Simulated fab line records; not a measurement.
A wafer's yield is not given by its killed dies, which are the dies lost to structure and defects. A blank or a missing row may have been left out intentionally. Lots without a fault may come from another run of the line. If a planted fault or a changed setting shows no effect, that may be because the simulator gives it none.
fab line records	flow sky130
[record] lots = 24	wafers = 72	last-day = 50
route steps=708 shown METAL4@629 METAL5@665 PASSIVATION@692
lots with no fault: from the same line, run without faults
start-h: hours from the record's first day to the start of the lot's first wafer shown	wait-h: hours since the lot's step before	" repeats the value in the row above	L1.1+2: a row that stands for several wafers	- value missing, or start not given	* or withheld: withheld	< > ~ a bound
route shown NAME@n: a module of which the file shows steps, and the number in the route of the first	usual: mean/standard deviation of fault-free wafers	same: alike in all rows	chamber/n: place in a boat	sites: readings site by site	_std_site: how widely they spread, as a standard deviation	_edge_site: outer sites' mean less inner sites'	radius-mm: how far each site lies from the wafer's centre	mask NAME#n: copy n	behind: the tool/chamber that last shaped the wafer	hold: why the lot was held/for how many hours/how that ended	device: the transistor (n, p or np) that didn't switch	end of line: the same wafers' tests at the end of the route	where a step has no rows: the recipe by itself	killed: dies lost to structure and defects at the first sort, not the wafer's yield	map: a wafer's dies, x killed, . not, _ none there
set.NAME: the setting the step ran with; set.NAME@STEP: the setting that earlier step ran with	model.NAME: the simulator's own value behind a step, which no gauge read
route steps across a sampled set of lots; one table per step, one row per wafer
services: from which hour (start-h, from the record's first day; less than 0 if before it) a tool's chamber was out of use, for how many hours, and why
[[steps]]
[step SKY_METAL4_CD_MEAS_13]
[recipe] target-cd-nm = 300
[usual] cd-nm = 299.3/1.4
lot.wafer	tool	chamber	start-h	wait-h	cd-nm
L074.1	cd-sem-02	-	972.46	-	301.2
L074.2	"	-	"	"	299.5
L074.3	"	-	"	"	299.6
L075.2	cd-sem-02	-	981.58	-	299.6
L075.4	"	-	"	"	301.0
L075.5	"	-	"	"	299.8
L076.2	cd-sem-01	-	989.25	-	301.2
L076.3	"	-	"	"	300.7
L076.6	"	-	"	"	299.9
L077.1	cd-sem-01	-	1004.11	-	298.8
L077.3	"	-	"	"	299.6
L077.4	"	-	"	"	299.9
L078.3	cd-sem-01	-	1006.70	-	300.6
L078.5	"	-	"	"	298.6
L078.6	"	-	"	"	299.0
L079.1	cd-sem-01	-	1010.21	-	296.7
L079.3	"	-	"	"	296.7
L079.4	"	-	"	"	295.5
L080.3	cd-sem-01	-	1017.75	-	299.7
L080.4	"	-	"	"	298.0
L080.5	"	-	"	"	297.9
L082.2	cd-sem-01	-	1048.57	-	297.6
L082.3	"	-	"	"	297.7
L082.4	"	-	"	"	299.3
L083.1	cd-sem-02	-	1049.76	-	297.7
L083.2	"	-	"	"	297.5
L083.5	"	-	"	"	296.5
L081.1	cd-sem-01	-	1050.38	-	300.2
L081.2	"	-	"	"	301.6
L081.4	"	-	"	"	299.7
L084.2	cd-sem-01	-	1050.75	-	299.6
L084.3	"	-	"	"	300.2
L084.5	"	-	"	"	299.3
L085.2	cd-sem-02	-	1057.30	-	299.7
L085.5	"	-	"	"	297.9
L085.6	"	-	"	"	297.0
L086.2	cd-sem-01	-	1073.13	-	300.1
L086.4	"	-	"	"	299.9
L086.5	"	-	"	"	300.8
L087.3	cd-sem-01	-	1077.05	-	300.2
L087.4	"	-	"	"	300.0
L087.6	"	-	"	"	300.4
L088.1	cd-sem-02	-	1079.61	-	299.0
L088.3	"	-	"	"	298.7
L088.6	"	-	"	"	298.3
L089.2	cd-sem-01	-	1085.48	-	298.2
L089.4	"	-	"	"	298.2
L089.5	"	-	"	"	299.8
L090.2	cd-sem-01	-	1089.42	-	298.4
L090.5	"	-	"	"	300.0
L090.6	"	-	"	"	297.7
L092.2	cd-sem-02	-	1093.13	-	300.5
L092.4	"	-	"	"	300.6
L092.5	"	-	"	"	299.1
L091.1	cd-sem-01	-	1093.76	-	299.7
L091.2	"	-	"	"	299.2
L091.4	"	-	"	"	298.1
L093.1	cd-sem-02	-	1103.86	-	297.1
L093.2	"	-	"	"	296.7
L093.3	"	-	"	"	297.9
L094.3	cd-sem-01	-	1104.79	-	302.7
L094.4	"	-	"	"	301.5
L094.5	"	-	"	"	300.1
L095.1	cd-sem-01	-	1109.38	-	298.0
L095.4	"	-	"	"	298.9
L095.5	"	-	"	"	299.8
L096.1	cd-sem-02	-	1118.83	-	297.9
L096.2	"	-	"	"	298.7
L096.3	"	-	"	"	298.6
L097.1	cd-sem-02	-	1120.36	-	302.8
L097.4	"	-	"	"	301.5
L097.5	"	-	"	"	302.4
[step SKY_METAL5_SPUTTER_04]
[recipe] material = TiN	target-thk-nm = 70	power-w = 6500	time-s = 58.3	chamber-pressure-pa = 0.4
[usual] throttle-valve-pct = 30.4/0.73
lot.wafer	tool	chamber	start-h	wait-h	throttle-valve-pct
L074.1	pvd-sputter-04	-	998.84	0.0	29.3
L074.2	"	-	"	"	30.5
L074.3	"	-	"	"	30.3
L075.2	pvd-sputter-02	-	1008.23	0.0	29.9
L075.4	"	-	"	"	29.1
L075.5	"	-	"	"	29.5
L076.2	pvd-sputter-03	-	1015.22	0.0	31.1
L076.3	"	-	"	"	31.5
L076.6	"	-	"	"	31.4
L077.1	pvd-sputter-03	-	1030.08	0.0	31.1
L077.3	"	-	"	"	29.8
L077.4	"	-	"	"	31.7
L078.3	pvd-sputter-02	-	1031.83	0.0	29.2
L078.5	"	-	"	"	29.6
L078.6	"	-	"	"	29.7
L079.1	pvd-sputter-04	-	1035.97	0.0	30.4
L079.3	"	-	"	"	30.3
L079.4	"	-	"	"	30.8
L080.3	pvd-sputter-03	-	1043.44	0.0	31.4
L080.4	"	-	"	"	31.1
L080.5	"	-	"	"	29.9
L082.2	pvd-sputter-02	-	1073.15	0.0	30.4
L082.3	"	-	"	"	28.9
L082.4	"	-	"	"	30.5
L083.1	pvd-sputter-02	-	1073.74	0.0	29.1
L083.2	"	-	"	"	29.8
L083.5	"	-	"	"	30.7
L081.1	pvd-sputter-02	-	1074.46	0.0	30.5
L081.2	"	-	"	"	30.0
L081.4	"	-	"	"	30.1
L084.2	pvd-sputter-04	-	1074.70	0.0	30.1
L084.3	"	-	"	"	30.4
L084.5	"	-	"	"	30.5
L085.2	pvd-sputter-03	-	1081.83	0.0	31.4
L085.5	"	-	"	"	31.4
L085.6	"	-	"	"	31.3
L086.2	pvd-sputter-04	-	1097.14	0.0	29.2
L086.4	"	-	"	"	30.7
L086.5	"	-	"	"	30.7
L087.3	pvd-sputter-03	-	1100.92	0.0	30.1
L087.4	"	-	"	"	31.4
L087.6	"	-	"	"	31.9
L088.1	pvd-sputter-04	-	1103.34	0.0	30.8
L088.3	"	-	"	"	29.3
L088.6	"	-	"	"	29.5
L089.2	pvd-sputter-03	-	1108.14	0.0	30.9
L089.4	"	-	"	"	31.4
L089.5	"	-	"	"	30.0
L090.2	pvd-sputter-02	-	1112.64	0.0	29.6
L090.5	"	-	"	"	29.9
L090.6	"	-	"	"	29.2
L092.2	pvd-sputter-03	-	1116.43	0.0	31.8
L092.4	"	-	"	"	30.0
L092.5	"	-	"	"	29.6
L091.1	pvd-sputter-02	-	1117.32	0.0	29.4
L091.2	"	-	"	"	30.8
L091.4	"	-	"	"	29.8
L093.1	pvd-sputter-03	-	1127.05	0.0	30.0
L093.2	"	-	"	"	31.5
L093.3	"	-	"	"	31.5
L094.3	pvd-sputter-04	-	1127.68	0.0	30.2
L094.4	"	-	"	"	30.8
L094.5	"	-	"	"	30.8
L095.1	pvd-sputter-04	-	1132.07	0.0	30.4
L095.4	"	-	"	"	30.2
L095.5	"	-	"	"	30.2
L096.1	pvd-sputter-04	-	1141.72	0.0	30.4
L096.2	"	-	"	"	30.5
L096.3	"	-	"	"	29.4
L097.1	pvd-sputter-04	-	1142.76	0.0	30.2
L097.4	"	-	"	"	30.0
L097.5	"	-	"	"	30.8
[step SKY_METAL5_RS_MEAS_05]
[recipe] thk-meas-gauge = four-point-probe	reads = TiN_of_METAL5_SPUTTER_04+Ti_of_METAL5_SPUTTER_03+AlCu_of_METAL5_SPUTTER_02+TiN_of_METAL5_SPUTTER_01+Ti_of_METAL5_SPUTTER_00
[usual] METAL5_ALCU_RS = 0.027/0.00024
lot.wafer	tool	chamber	start-h	wait-h	METAL5_ALCU_RS[ohm/sq]
L074.1	film-metro-03	-	998.89	0.0	0.02721
L074.2	"	-	"	"	0.02717
L074.3	"	-	"	"	0.02715
L075.2	film-metro-03	-	1008.30	0.0	0.02708
L075.4	"	-	"	"	0.02721
L075.5	"	-	"	"	0.0269
L076.2	film-metro-03	-	1015.29	0.0	0.0267
L076.3	"	-	"	"	0.0268
L076.6	"	-	"	"	0.02687
L077.1	film-metro-03	-	1030.13	0.0	0.02697
L077.3	"	-	"	"	0.02706
L077.4	"	-	"	"	0.02705
L078.3	film-metro-03	-	1031.92	0.1	0.02731
L078.5	"	-	"	"	0.02718
L078.6	"	-	"	"	0.02707
L079.1	film-metro-03	-	1036.02	0.0	0.02723
L079.3	"	-	"	"	0.02738
L079.4	"	-	"	"	0.02719
L080.3	film-metro-01	-	1043.53	0.1	0.02651
L080.4	"	-	"	"	0.02658
L080.5	"	-	"	"	0.02642
L082.2	film-metro-04	-	1073.21	0.0	0.02701
L082.3	"	-	"	"	0.0273
L082.4	"	-	"	"	0.02694
L083.1	film-metro-01	-	1073.81	0.1	0.02712
L083.2	"	-	"	"	0.02697
L083.5	"	-	"	"	0.02673
L081.1	film-metro-04	-	1074.51	0.0	0.02692
L081.2	"	-	"	"	0.02727
L081.4	"	-	"	"	0.02734
L084.2	film-metro-03	-	1074.77	0.0	0.027
L084.3	"	-	"	"	0.02695
L084.5	"	-	"	"	0.02709
L085.2	film-metro-04	-	1081.90	0.0	0.0267
L085.5	"	-	"	"	0.02676
L085.6	"	-	"	"	0.0267
L086.2	film-metro-01	-	1097.21	0.0	0.02703
L086.4	"	-	"	"	0.02717
L086.5	"	-	"	"	0.0271
L087.3	film-metro-03	-	1101.01	0.1	0.02691
L087.4	"	-	"	"	0.02676
L087.6	"	-	"	"	0.0268
L088.1	film-metro-03	-	1103.39	0.0	0.02698
L088.3	"	-	"	"	0.02656
L088.6	"	-	"	"	0.02692
L089.2	film-metro-04	-	1108.21	0.0	0.02663
L089.4	"	-	"	"	0.02648
L089.5	"	-	"	"	0.02644
L090.2	film-metro-04	-	1112.71	0.0	0.02733
L090.5	"	-	"	"	0.02739
L090.6	"	-	"	"	0.02721
L092.2	film-metro-01	-	1116.51	0.0	0.02711
L092.4	"	-	"	"	0.02709
L092.5	"	-	"	"	0.0269
L091.1	film-metro-01	-	1117.37	0.0	0.02737
L091.2	"	-	"	"	0.02731
L091.4	"	-	"	"	0.02736
L093.1	film-metro-04	-	1127.10	0.0	0.02687
L093.2	"	-	"	"	0.02679
L093.3	"	-	"	"	0.027
L094.3	film-metro-04	-	1127.77	0.1	0.02703
L094.4	"	-	"	"	0.02707
L094.5	"	-	"	"	0.02708
L095.1	film-metro-04	-	1132.12	0.0	0.02706
L095.4	"	-	"	"	0.02726
L095.5	"	-	"	"	0.02707
L096.1	film-metro-03	-	1141.77	0.0	0.027
L096.2	"	-	"	"	0.02657
L096.3	"	-	"	"	0.02681
L097.1	film-metro-01	-	1142.81	0.0	0.02675
L097.4	"	-	"	"	0.02675
L097.5	"	-	"	"	0.02685
[step SKY_METAL5_THK_MEAS_06]
[recipe] thk-meas-gauge = xrf	reads = AlCu_of_METAL5_SPUTTER_02
[usual] METAL5_ALCU_THK = 1153/12
lot.wafer	tool	chamber	start-h	wait-h	METAL5_ALCU_THK[nm]
L074.1	film-metro-03	-	999.01	0.1	1147
L074.2	"	-	"	"	1142
L074.3	"	-	"	"	1147
L075.2	film-metro-03	-	1008.41	0.1	1167
L075.4	"	-	"	"	1155
L075.5	"	-	"	"	1171
L076.2	film-metro-03	-	1015.40	0.1	1171
L076.3	"	-	"	"	1164
L076.6	"	-	"	"	1165
L077.1	film-metro-03	-	1030.25	0.1	1168
L077.3	"	-	"	"	1157
L077.4	"	-	"	"	1153
L078.3	film-metro-03	-	1032.02	0.1	1144
L078.5	"	-	"	"	1148
L078.6	"	-	"	"	1153
L079.1	film-metro-03	-	1036.14	0.1	1143
L079.3	"	-	"	"	1135
L079.4	"	-	"	"	1149
L080.3	film-metro-01	-	1043.63	0.1	1176
L080.4	"	-	"	"	1169
L080.5	"	-	"	"	1177
L082.2	film-metro-04	-	1073.32	0.1	1152
L082.3	"	-	"	"	1136
L082.4	"	-	"	"	1163
L083.1	film-metro-01	-	1073.93	0.1	1140
L083.2	"	-	"	"	1144
L083.5	"	-	"	"	1160
L081.1	film-metro-04	-	1074.63	0.1	1154
L081.2	"	-	"	"	1144
L081.4	"	-	"	"	1146
L084.2	film-metro-03	-	1074.88	0.1	1157
L084.3	"	-	"	"	1155
L084.5	"	-	"	"	1152
L085.2	film-metro-04	-	1082.01	0.1	1165
L085.5	"	-	"	"	1162
L085.6	"	-	"	"	1150
L086.2	film-metro-01	-	1097.32	0.1	1149
L086.4	"	-	"	"	1148
L086.5	"	-	"	"	1140
L087.3	film-metro-03	-	1101.11	0.1	1164
L087.4	"	-	"	"	1171
L087.6	"	-	"	"	1169
L088.1	film-metro-03	-	1103.51	0.1	1152
L088.3	"	-	"	"	1171
L088.6	"	-	"	"	1153
L089.2	film-metro-04	-	1108.32	0.1	1164
L089.4	"	-	"	"	1171
L089.5	"	-	"	"	1173
L090.2	film-metro-04	-	1112.82	0.1	1131
L090.5	"	-	"	"	1131
L090.6	"	-	"	"	1141
L092.2	film-metro-01	-	1116.62	0.1	1149
L092.4	"	-	"	"	1143
L092.5	"	-	"	"	1150
L091.1	film-metro-01	-	1117.49	0.1	1131
L091.2	"	-	"	"	1139
L091.4	"	-	"	"	1129
L093.1	film-metro-04	-	1127.22	0.1	1157
L093.2	"	-	"	"	1155
L093.3	"	-	"	"	1144
L094.3	film-metro-04	-	1127.87	0.1	1150
L094.4	"	-	"	"	1151
L094.5	"	-	"	"	1148
L095.1	film-metro-04	-	1132.24	0.1	1139
L095.4	"	-	"	"	1138
L095.5	"	-	"	"	1141
L096.1	film-metro-03	-	1141.89	0.1	1165
L096.2	"	-	"	"	1174
L096.3	"	-	"	"	1177
L097.1	film-metro-01	-	1142.93	0.1	1159
L097.4	"	-	"	"	1161
L097.5	"	-	"	"	1148
[step SKY_METAL5_METAL_ETCH_15]
[recipe] target-depth-a = 12600	stop-on = SiO2	over-etch-frac = 0.2	time-s = 252	chemistry = Cl2/BCl3	resist-sidewall-deg = 86	pressure-mtorr = 10	icp-w = 900	bias-w = 48.5	Cl2_flow_sccm = 60	bcl3-flow-sccm = 30
[usual] drypump-motor-current-A = 5.5/0.42	mfc-cl2-sccm = 59.99/0.2	oes-product-au = 0.893/0.0049	throttle-valve-pct = 22.264/0.0093
lot.wafer	tool	chamber	start-h	wait-h	drypump-motor-current-A	mfc-cl2-sccm	oes-product-au	rf-hours-counter-h	throttle-valve-pct
L074.1	rie-metal-02	1	1021.51	0.1	5.0	60.10	0.884	16	22.265
L074.2	"	1	"	"	5.0	60.10	0.883	-	22.266
L074.3	"	1	"	"	5.0	60.14	0.900	-	22.262
L075.2	rie-metal-02	1	1030.83	0.0	5.0	60.06	0.893	17	22.273
L075.4	"	0	"	"	5.6	60.16	0.890	-	22.253
L075.5	"	0	"	"	5.5	60.14	0.902	-	22.277
L076.2	rie-metal-03	1	1037.35	0.0	5.5	60.21	0.889	12	22.267
L076.3	"	0	"	"	5.7	60.27	0.902	-	22.254
L076.6	"	0	"	"	5.7	59.99	0.895	-	22.259
L077.1	rie-metal-04	0	1052.38	0.0	6.4	59.99	0.898	23	22.244
L077.3	"	1	"	"	5.1	59.89	0.902	-	22.265
L077.4	"	0	"	"	6.4	60.17	0.898	-	22.281
L078.3	rie-metal-03	1	1053.92	0.1	5.5	59.86	0.892	-	22.254
L078.5	"	1	"	"	5.5	59.85	0.896	-	22.252
L078.6	"	0	"	"	5.7	60.25	0.900	-	22.274
L079.1	rie-metal-04	0	1057.93	0.0	6.4	60.00	0.898	24	22.269
L079.3	"	1	"	"	5.1	59.86	0.892	-	22.267
L079.4	"	0	"	"	6.4	59.99	0.900	-	22.276
L080.3	rie-metal-02	0	1065.20	0.1	5.5	60.09	0.897	-	22.260
L080.4	"	1	"	"	5.0	59.83	0.894	-	22.274
L080.5	"	1	"	"	5.0	60.17	0.890	-	22.264
L082.2	rie-metal-03	0	1093.45	0.0	5.7	60.04	0.890	17	22.260
L082.3	"	0	"	"	5.7	59.77	0.895	-	22.260
L082.4	"	1	"	"	5.5	60.07	0.894	-	22.257
L083.1	rie-metal-03	1	1094.08	0.0	5.5	60.09	0.892	16	22.267
L083.2	"	0	"	"	5.7	59.77	0.895	17	22.282
L083.5	"	1	"	"	5.5	60.32	0.886	-	22.267
L081.1	rie-metal-02	0	1094.48	0.0	5.5	59.93	0.890	14	22.269
L081.2	"	1	"	"	5.0	59.77	0.895	21	22.272
L081.4	"	1	"	"	5.0	59.71	0.890	-	22.269
L084.2	rie-metal-04	0	1095.59	0.1	6.4	59.97	0.893	-	22.270
L084.3	"	0	"	"	6.4	60.12	0.896	-	22.274
L084.5	"	0	"	"	6.3	60.13	0.894	-	22.270
L085.2	rie-metal-02	1	1101.60	0.0	5.0	59.85	0.894	22	22.271
L085.5	"	1	"	"	5.0	59.89	0.886	-	22.259
L085.6	"	0	"	"	5.5	60.34	0.889	-	22.255
L086.2	rie-metal-03	0	1117.30	0.0	5.7	60.13	0.895	19	22.274
L086.4	"	0	"	"	5.7	59.96	0.899	-	22.260
L086.5	"	0	"	"	5.7	59.95	0.890	-	22.262
L087.3	rie-metal-02	0	1120.25	0.1	5.5	59.98	0.896	-	22.276
L087.4	"	1	"	"	5.0	60.37	0.895	-	22.277
L087.6	"	1	"	"	5.0	59.95	0.890	-	22.251
L088.1	rie-metal-03	1	1123.03	0.0	5.5	59.90	0.892	18	22.280
L088.3	"	1	"	"	5.5	59.46	0.890	-	22.248
L088.6	"	0	"	"	5.7	59.92	0.891	-	22.272
L089.2	rie-metal-04	1	1127.79	0.1	5.1	59.79	0.897	-	22.271
L089.4	"	1	"	"	5.1	59.73	0.887	-	22.258
L089.5	"	1	"	"	5.2	59.34	0.894	-	22.273
L090.2	rie-metal-02	0	1132.30	0.0	5.5	60.46	0.901	17	22.263
L090.5	"	1	"	"	5.0	59.70	0.892	-	22.251
L090.6	"	0	"	"	5.5	60.06	0.900	-	22.279
L092.2	rie-metal-02	0	1136.23	0.0	5.6	60.04	0.884	17	22.265
L092.4	"	1	"	"	5.0	59.88	0.893	-	22.268
L092.5	"	1	"	"	5.0	59.97	0.889	-	22.267
L091.1	rie-metal-03	1	1136.78	0.0	5.5	59.90	0.892	19	22.258
L091.2	"	0	"	"	5.7	59.90	0.896	20	22.279
L091.4	"	1	"	"	5.5	59.55	0.900	-	22.272
L093.1	rie-metal-04	1	1145.93	0.0	5.1	59.97	0.886	22	22.243
L093.2	"	0	"	"	6.4	60.06	0.888	0	22.255
L093.3	"	0	"	"	6.4	59.99	0.890	-	22.255
L094.3	rie-metal-03	0	1146.53	0.1	5.7	59.99	0.899	-	22.270
L094.4	"	1	"	"	5.5	60.10	0.897	-	22.270
L094.5	"	0	"	"	5.7	60.04	0.899	-	22.266
L095.1	rie-metal-02	0	1151.28	0.0	5.6	59.88	0.895	19	22.265
L095.4	"	1	"	"	5.0	59.72	0.888	-	22.244
L095.5	"	1	"	"	5.0	59.90	0.889	-	22.247
L096.1	rie-metal-04	1	1159.58	0.0	5.1	60.23	0.891	23	22.260
L096.2	"	0	"	"	6.4	60.04	0.897	2	22.258
L096.3	"	0	"	"	6.4	60.00	0.884	-	22.273
L097.1	rie-metal-03	0	1160.50	0.0	5.7	60.16	0.898	22	22.273
L097.4	"	0	"	"	5.7	60.07	0.906	-	22.278
L097.5	"	1	"	"	5.5	60.16	0.891	-	22.271
[step SKY_PASSIVATION_ETCH_11]
[recipe] chemistry = CF4/O2	target-depth-nm = 725	stop-on = AlCu	source-w = 800	bias-w = 150	pressure-mtorr = 150	cf4-flow-sccm = 80	O2_flow_sccm = 10	time-s = 161.1
[usual] drypump-motor-current-A = 5.7/0.42	oes-product-au = 0.977/0.0073	throttle-valve-pct = 5.965/0.0089
lot.wafer	tool	chamber	start-h	wait-h	drypump-motor-current-A	oes-product-au	rf-hours-counter-h	throttle-valve-pct
L074.1	rie-diel-03	3	1045.13	-	5.2	0.978	25	5.973
L074.2	"	0	"	"	5.3	0.973	6	5.950
L074.3	"	1	"	"	6.0	0.976	21	5.967
L075.2	rie-diel-03	2	1053.99	-	5.9	0.979	15	5.968
L075.4	"	1	"	"	5.9	0.999	21	5.980
L075.5	"	0	"	"	5.3	0.989	-	5.976
L076.2	rie-diel-04	3	1059.98	-	6.1	0.979	13	5.970
L076.3	"	2	"	"	6.2	0.967	6	5.961
L076.6	"	2	"	"	6.2	0.978	-	5.957
L077.1	rie-diel-03	1	1074.34	-	6.0	0.976	22	5.952
L077.3	"	2	"	"	5.9	0.973	16	5.957
L077.4	"	1	"	"	6.0	0.981	-	5.972
L078.3	rie-diel-01	2	1076.09	-	5.7	0.973	8	5.962
L078.5	"	3	"	"	6.2	0.978	-	5.965
L078.6	"	2	"	"	5.7	0.993	-	5.963
L079.1	rie-diel-04	0	1080.34	-	4.6	0.985	3	5.960
L079.3	"	3	"	"	6.1	0.987	13	5.977
L079.4	"	2	"	"	6.2	0.991	7	5.991
L080.3	rie-diel-03	2	1086.94	-	5.9	0.961	16	5.970
L080.4	"	3	"	"	5.2	0.976	26	5.967
L080.5	"	2	"	"	5.9	0.987	-	5.959
L082.2	rie-diel-01	0	1114.40	-	5.6	0.970	11	5.959
L082.3	"	2	"	"	5.7	0.976	9	5.978
L082.4	"	2	"	"	5.7	0.977	-	5.962
L083.1	rie-diel-04	3	1115.24	-	6.1	0.976	15	5.971
L083.2	"	0	"	"	4.6	0.975	4	5.945
L083.5	"	2	"	"	6.2	0.984	-	5.958
L081.1	rie-diel-01	0	1115.68	-	5.6	0.969	11	5.945
L081.2	"	1	"	"	5.5	0.975	10	5.980
L081.4	"	0	"	"	5.7	0.987	-	5.958
L084.2	rie-diel-01	1	1116.63	-	5.5	0.968	10	5.963
L084.3	"	0	"	"	5.6	0.965	11	5.956
L084.5	"	0	"	"	5.7	0.971	-	5.972
L085.2	rie-diel-04	1	1122.24	-	6.0	0.979	10	5.974
L085.5	"	1	"	"	6.0	0.978	-	5.968
L085.6	"	0	"	"	4.6	0.982	-	5.975
L086.2	rie-diel-03	1	1137.90	-	5.9	0.966	24	5.956
L086.4	"	2	"	"	5.8	0.978	19	5.968
L086.5	"	0	"	"	5.3	0.986	-	5.967
L087.3	rie-diel-04	1	1140.85	-	6.0	0.968	11	5.968
L087.4	"	0	"	"	4.6	0.977	5	5.980
L087.6	"	1	"	"	6.0	0.975	-	5.973
L088.1	rie-diel-04	2	1143.28	-	6.3	0.973	10	5.962
L088.3	"	1	"	"	6.0	0.979	11	5.986
L088.6	"	1	"	"	6.0	0.984	-	5.962
L089.2	rie-diel-01	1	1147.64	-	5.5	0.971	11	5.960
L089.4	"	0	"	"	5.6	0.985	12	5.951
L089.5	"	2	"	"	5.7	0.983	-	5.959
L090.2	rie-diel-03	3	1151.98	-	5.2	0.973	29	5.977
L090.5	"	1	"	"	5.9	0.980	-	5.968
L090.6	"	2	"	"	5.9	0.973	-	5.953
L092.2	rie-diel-04	2	1155.38	-	6.2	0.981	10	5.982
L092.4	"	3	"	"	6.1	0.995	16	5.977
L092.5	"	0	"	"	4.6	0.990	-	5.960
L091.1	rie-diel-01	1	1156.08	-	5.5	0.973	12	5.966
L091.2	"	2	"	"	5.7	0.979	10	5.971
L091.4	"	3	"	"	6.2	0.977	5	5.965
L093.1	rie-diel-04	1	1164.84	-	6.0	0.975	12	5.958
L093.2	"	3	"	"	6.0	0.983	17	5.959
L093.3	"	2	"	"	6.2	0.976	10	5.966
L094.3	rie-diel-03	2	1165.63	-	5.9	0.968	20	5.963
L094.4	"	3	"	"	5.2	0.984	29	5.981
L094.5	"	3	"	"	5.2	0.979	-	5.959
L095.1	rie-diel-01	1	1170.30	-	5.5	0.971	12	5.960
L095.4	"	3	"	"	6.1	0.983	5	5.974
L095.5	"	1	"	"	5.5	0.972	-	5.967
L096.1	rie-diel-03	1	1178.25	-	5.9	0.976	26	5.966
L096.2	"	3	"	"	5.2	0.973	30	5.969
L096.3	"	2	"	"	5.9	0.983	20	5.962
L097.1	rie-diel-01	2	1178.89	-	5.7	0.966	11	5.953
L097.4	"	3	"	"	6.1	0.985	5	5.963
L097.5	"	3	"	"	6.1	0.979	-	5.963
[[services]]
tool	chamber	start-h	hours	kind
pvd-sputter-02	-	977.37	25.9	repair
pvd-sputter-02	-	996.68	1.4	repair
rie-diel-04	-	999.76	2.8	pm
rie-diel-04	-	1007.74	0.6	repair
rie-metal-02	0	1009.42	12.5	repair
pvd-sputter-02	-	1012.48	5.0	repair
rie-diel-04	1	1031.05	4.6	repair
pvd-sputter-04	1	1036.02	-	consumable-replace:kit
pvd-sputter-04	1	1036.02	18.0	scheduled-down
pvd-sputter-04	1	1036.02	18.0	vent-cycle
rie-metal-03	-	1046.91	2.5	repair
rie-metal-02	-	1057.25	0.9	repair
rie-diel-03	3	1073.10	5.9	repair
rie-diel-04	3	1086.39	3.7	repair
rie-diel-03	1	1088.69	7.5	repair
rie-metal-04	1	1095.01	1.4	repair
rie-diel-01	3	1113.45	16.2	repair
rie-diel-04	2	1115.80	4.2	repair
rie-diel-03	0	1128.43	5.4	repair
pvd-sputter-02	-	1130.88	12.0	repair
rie-diel-04	0	1131.66	2.7	repair
pvd-sputter-04	0	1141.77	-	consumable-replace:kit
pvd-sputter-04	0	1141.77	18.0	scheduled-down
pvd-sputter-04	0	1141.77	18.0	vent-cycle
[[key]]
fault none
